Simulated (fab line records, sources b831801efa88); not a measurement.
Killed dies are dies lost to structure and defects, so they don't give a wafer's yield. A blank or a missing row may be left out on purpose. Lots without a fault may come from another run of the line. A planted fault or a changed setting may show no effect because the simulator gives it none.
One fault seen from 2 desks | flow sky130 | each desk has only its own numbers; what lay behind them comes last

THE METROLOGY DESK
What the gauges read, lot by lot, whatever tool the lot ran on: means of the sampled wafers that have a number. A lot is out of limits, marked OUT, if its mean lies more than 4 standard deviations from the usual mean; the brackets give that distance.
Columns: A = PAD_OPEN_BOW at SKY_PAD_OPEN_BOW_MEAS_13, usual 45 um
lot  | first seen here | A
L188 | day 45 05:36    | 41
L189 | day 45 17:29    | 53
L191 | day 46 05:13    | 43
L194 | day 47 02:55    | 30
L196 | day 47 13:11    | 54
L198 | day 48 04:02    | 44
L202 | day 49 22:05    | 26
L206 | day 50 02:50    | 37
L207 | day 50 05:46    | 46
L208 | day 50 08:23    | 44
L209 | day 50 19:56    | 34
L210 | day 50 22:14    | 47
This desk's finding: nothing out of limits on any of the 12 lots.

THE TOOL OWNER'S DESK: rie_diel-01
The tool's own readings at SKY_POLY_CUT_ETCH_11 (etches Si3N4 in CF4/CH2F2/Ar, stops on poly-Si, time 42.5 s, target depth 60 nm): means of the sampled wafers that have a number, for each lot that ran on this tool. A lot is out of limits, marked OUT, if its mean lies more than 4 standard deviations from the usual mean; the brackets give that distance.
Columns: A = bias_w at SKY_POLY_CUT_ETCH_11, usual 150.0 W; B = cf4_flow_sccm at SKY_POLY_CUT_ETCH_11, usual 40.00 sccm; C = drypump_motor_current_A at SKY_POLY_CUT_ETCH_11, usual 5.7 A; D = oes_product_au at SKY_POLY_CUT_ETCH_11, usual 0.831 a.u.; E = throttle_valve_pct at SKY_POLY_CUT_ETCH_11, usual 14.994 %
lot  | first seen here | A     | B     | C   | D     | E
L188 | day 23 15:59    | 149.9 | 40.14 | 5.7 | 0.825 | 14.996
L189 | day 24 08:59    | 150.2 | 40.09 | 6.0 | 0.829 | 14.987
L194 | day 26 06:31    | 150.3 | 39.98 | 6.3 | 0.829 | 14.993
L196 | day 26 23:44    | 149.7 | 39.98 | 6.2 | 0.835 | 15.001
L202 | day 30 04:47    | 150.2 | 39.93 | 6.3 | 0.827 | 15.004
L208 | day 30 23:55    | 149.9 | 40.06 | 6.0 | 0.829 | 14.991
L209 | day 32 02:23    | 149.5 | 39.96 | 6.6 | 0.832 | 14.989
This desk's finding: nothing out of limits on any of the 7 lots.

PUT TOGETHER
The metrology desk saw nothing out of limits.
The tool owner's desk saw nothing out of limits.

WHAT THE SIMULATOR HAD PUT IN
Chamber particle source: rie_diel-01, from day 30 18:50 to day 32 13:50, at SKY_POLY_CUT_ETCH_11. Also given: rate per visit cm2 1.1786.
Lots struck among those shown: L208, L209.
